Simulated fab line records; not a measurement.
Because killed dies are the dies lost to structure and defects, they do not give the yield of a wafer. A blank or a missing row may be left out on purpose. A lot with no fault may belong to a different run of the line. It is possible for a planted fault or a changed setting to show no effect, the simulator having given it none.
Shared-tool check	flow sky130	Sampled: 10 lots, 30 wafers

REASON FOR OPENING
SKY_RES_XHIGH_TW_MEAS_09, reading RES_XHIGH_TW: flagged on 2 of 10 lots. Fault-free wafers read 1648, with a standard deviation of 19.
Rule: a lot is flagged in two cases, either no wafer of it has a number, or all its wafers with numbers fall more than 4 standard deviations from that mean. All remaining lots are regarded as sound.

lot	measured	on	RES_XHIGH_TW, wafer by wafer	flag
L366	day 27 08:29	film_metro-04	1659 1649 1660	
L367	day 27 13:04	film_metro-01	1627 1630 1631	
L368	day 27 17:59	film_metro-04	1661 1654 1664	
L370	day 28 09:51	film_metro-01	1629 1625 1621	
L371	day 28 14:38	film_metro-03	1649 1651 1654	
L377	day 30 21:58	film_metro-01	1999 1996 1995	FLAGGED
L380	day 31 18:40	film_metro-04	2048 2048 2034	FLAGGED
L382	day 32 07:13	film_metro-03	1665 1664 1661	
L383	day 32 20:58	film_metro-01	1626 1632 1633	
L386	day 33 12:15	film_metro-01	1627 1629 1620	
The numbers of the flagged lots are 2020 on average: +372 against the usual, or +20 standard deviations.

LOT BY LOT: THE TOOL USED
Before the reading, the record contains 3 process steps out of a 708-step route. Cell contents, in order: the tool; ch with the chambers the sampled wafers went through; the start.
lot	flag	SKY_POLY_GATE_ETCH_16	SKY_RES_XHIGH_IMPLANT_07	SKY_RES_XHIGH_STRIP_08
L366		rie_diel-01 ch 2,3, day 17 00:32	implanter-01 ch 0, day 27 08:14	plasma_asher-02 ch 0,1, day 27 08:23
L367		rie_diel-03 ch 1,2, day 17 00:53	implanter-03 ch 0, day 27 12:50	plasma_asher-01 ch 0,1, day 27 12:57
L368		rie_diel-03 ch 0,1,2, day 17 06:44	implanter-02 ch 0, day 27 17:44	plasma_asher-01 ch 0,1, day 27 17:53
L370		rie_diel-01 ch 1,2,3, day 18 03:28	implanter-02 ch 0, day 28 09:37	plasma_asher-02 ch 0,1, day 28 09:44
L371		rie_diel-01 ch 0,2, day 18 05:50	implanter-03 ch 0, day 28 14:24	plasma_asher-01 ch 0,1, day 28 14:31
L377	FLAGGED	rie_diel-02 ch 1,3, day 20 18:49	implanter-03 ch 0, day 30 21:25	plasma_asher-01 ch 0,1, day 30 21:52
L380	FLAGGED	rie_diel-01 ch 1,2,3, day 21 19:59	implanter-03 ch 0, day 31 18:07	plasma_asher-01 ch 0,1, day 31 18:33
L382		rie_diel-02 ch 0,2,3, day 22 08:10	implanter-01 ch 0, day 32 06:58	plasma_asher-01 ch 0,1, day 32 07:07
L383		rie_diel-02 ch 0,2,3, day 22 22:23	implanter-03 ch 0, day 32 20:43	plasma_asher-04 ch 0,1, day 32 20:52
L386		rie_diel-01 ch 1,2,3, day 23 14:11	implanter-01 ch 0, day 33 12:03	plasma_asher-04 ch 0,1, day 33 12:10
What is done by these steps:
- SKY_POLY_GATE_ETCH_16: etches Si3N4 in CH3F/O2, stops on poly-Si, time 147.5 s, target depth 75 nm.
- SKY_RES_XHIGH_IMPLANT_07
- SKY_RES_XHIGH_STRIP_08: strips in O2/N2.
- SKY_RES_XHIGH_TW_MEAS_09

FLAGGED AGAINST TOTAL, ONE TOOL AT A TIME (gauges that did the reading follow at the end)
step	tool	lots run	flagged	share of the flagged lots	sound lots run after its first flagged lot
SKY_POLY_GATE_ETCH_16	rie_diel-01	5	1	some	1 (L386)
SKY_POLY_GATE_ETCH_16	rie_diel-02	3	1	some	2 (L382,L383)
SKY_POLY_GATE_ETCH_16	rie_diel-03	2	0	none	-
SKY_RES_XHIGH_IMPLANT_07	implanter-01	3	0	none	-
SKY_RES_XHIGH_IMPLANT_07	implanter-02	2	0	none	-
SKY_RES_XHIGH_IMPLANT_07	implanter-03	5	2	all	1 (L383)
SKY_RES_XHIGH_STRIP_08	plasma_asher-01	6	2	all	1 (L382)
SKY_RES_XHIGH_STRIP_08	plasma_asher-02	2	0	none	-
SKY_RES_XHIGH_STRIP_08	plasma_asher-04	2	0	none	-
SKY_RES_XHIGH_TW_MEAS_09	film_metro-01	5	1	some	2 (L383,L386)
SKY_RES_XHIGH_TW_MEAS_09	film_metro-03	2	0	none	-
SKY_RES_XHIGH_TW_MEAS_09	film_metro-04	3	1	some	0

WHAT THE TABLE ALLOWS
implanter-03 at SKY_RES_XHIGH_IMPLANT_07 and plasma_asher-01 at SKY_RES_XHIGH_STRIP_08 are the 2 rows of the table that ran each flagged lot.
- implanter-03 at SKY_RES_XHIGH_IMPLANT_07: 2 of its 5 lots flagged. Lots that were sound ran on it after the first flagged one (L383); a persistent fault on the entire tool would not allow that.
- plasma_asher-01 at SKY_RES_XHIGH_STRIP_08: 2 of its 6 lots flagged. Lots that were sound ran on it after the first flagged one (L382); a persistent fault on the entire tool would not allow that. Its own readings (oes_product_au, strip_time_to_endpoint_s) fall more than 4 standard deviations out on all wafers of the flagged lots.
Every row of the table either missed a flagged lot or ran a sound lot after the first.

WHAT THE SIMULATOR HAD INSERTED
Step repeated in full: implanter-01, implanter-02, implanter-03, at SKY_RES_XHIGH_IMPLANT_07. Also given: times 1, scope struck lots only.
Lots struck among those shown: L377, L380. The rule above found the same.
